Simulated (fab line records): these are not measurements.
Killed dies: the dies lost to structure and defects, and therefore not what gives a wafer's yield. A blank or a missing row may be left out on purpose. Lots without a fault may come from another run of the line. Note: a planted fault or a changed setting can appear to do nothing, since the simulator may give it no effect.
A lot that was struck, set against a sound lot	flow sky130	16 out of 708 route steps
Sound: the wafers L820.2, L820.4, L820.6. The struck wafers were L830.1, L830.3, L830.5. The cause comes at the end.
At each step with rows: each side's tool, then ch and its chambers, then its first start. Under that, the readings that differ: sound wafers	struck wafers	difference of the means	sigmas: that difference in standard deviations of wafers without a fault.
alike: same words and numbers on both sides, and readings whose means sit less than 2 such deviations apart. not compared: any withheld reading, any reading some wafer has no value for, any bound like >300 that may hide the same value, and any number with overlapping values for which the record gives no deviation.
The two part at a step that has a row with sigmas, a row that says differs or no value, or rows on one side only. Non-overlapping numbers with no deviation appear without sigmas and do not part them. A reading missing from all wafers of one side parts the sides only when that side holds two or more wafers.

first, 1 step without rows for these wafers: SKY_SD_P_DEVELOP_06 (develop time 60 s).
SKY_SD_P_CD_MEAS_07: target cd 380 nm.
  struck on cd sem-02, day 31 15:04; sound on cd sem-02, day 28 12:14
  alike: cd nm
SKY_SD_P_OVL_MEAS_08:
  struck on overlay-01, day 31 15:11; sound on overlay-02, day 28 12:20
  alike: SD_P_OVL
after that, 1 step had no rows for these wafers: SKY_SD_P_IMPLANT_09.
SKY_SD_P_STRIP_10: strips in O2/N2.
  sound on plasma asher-02 ch 1, day 28 12:31; struck on plasma asher-04 ch 0, day 31 15:23
  alike: drypump motor current A, oes product au, strip time to endpoint s
  not compared: rf hours counter h
SKY_SD_P_TW_MEAS_11:
  struck on film metro-03, day 31 15:29; sound on film metro-01, day 28 12:38
  alike: SD_P_TW
then, 6 steps without rows for these wafers: SKY_RES_XHIGH_DEHYDRATE_00 (time 60 s); SKY_RES_XHIGH_HMDS_01 (prime time 60 s); SKY_RES_XHIGH_COAT_02 (resist thk 1140 nm); SKY_RES_XHIGH_SOFTBAKE_03 (time 60 s); SKY_RES_XHIGH_EXPOSE_04 (exposes mask URPM, target cd 1270 nm); SKY_RES_XHIGH_PEB_05.
SKY_RES_XHIGH_DEVELOP_06: develop time 60 s.
  struck on litho track-01, day 32 18:16; sound on litho track-02 ch 0, day 29 16:37
  no value came back on the struck wafers for chill plate temp C (C), develop time s (s), developer temp C (C), resist line temp C (C); on the sound wafers chill plate temp C (C) reads 22.84 22.78 22.91
after that, 1 step had no rows for these wafers: SKY_RES_XHIGH_IMPLANT_07.
SKY_RES_XHIGH_STRIP_08: strips in O2/N2.
  sound on plasma asher-03 ch 1, day 29 16:53; struck on plasma asher-03 ch 0,1, day 32 18:34
  alike: drypump motor current A, oes product au, strip time to endpoint s
  not compared: rf hours counter h
SKY_RES_XHIGH_TW_MEAS_09:
  struck on film metro-04, day 32 18:53; sound on film metro-03, day 29 16:59
reading	sound	struck	difference	sigmas
RES_XHIGH_TW	1647 1648 1651	30 30 30	-1619	-99 or more
  not compared: hold

WHERE THEY PART
First at SKY_RES_XHIGH_DEVELOP_06; last, within this record, at SKY_RES_XHIGH_TW_MEAS_09.

WHY: the cause the simulator had injected
At SKY_RES_XHIGH_DEVELOP_06, the step was skipped entirely on litho track-01 from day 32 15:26 on. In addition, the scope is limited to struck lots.
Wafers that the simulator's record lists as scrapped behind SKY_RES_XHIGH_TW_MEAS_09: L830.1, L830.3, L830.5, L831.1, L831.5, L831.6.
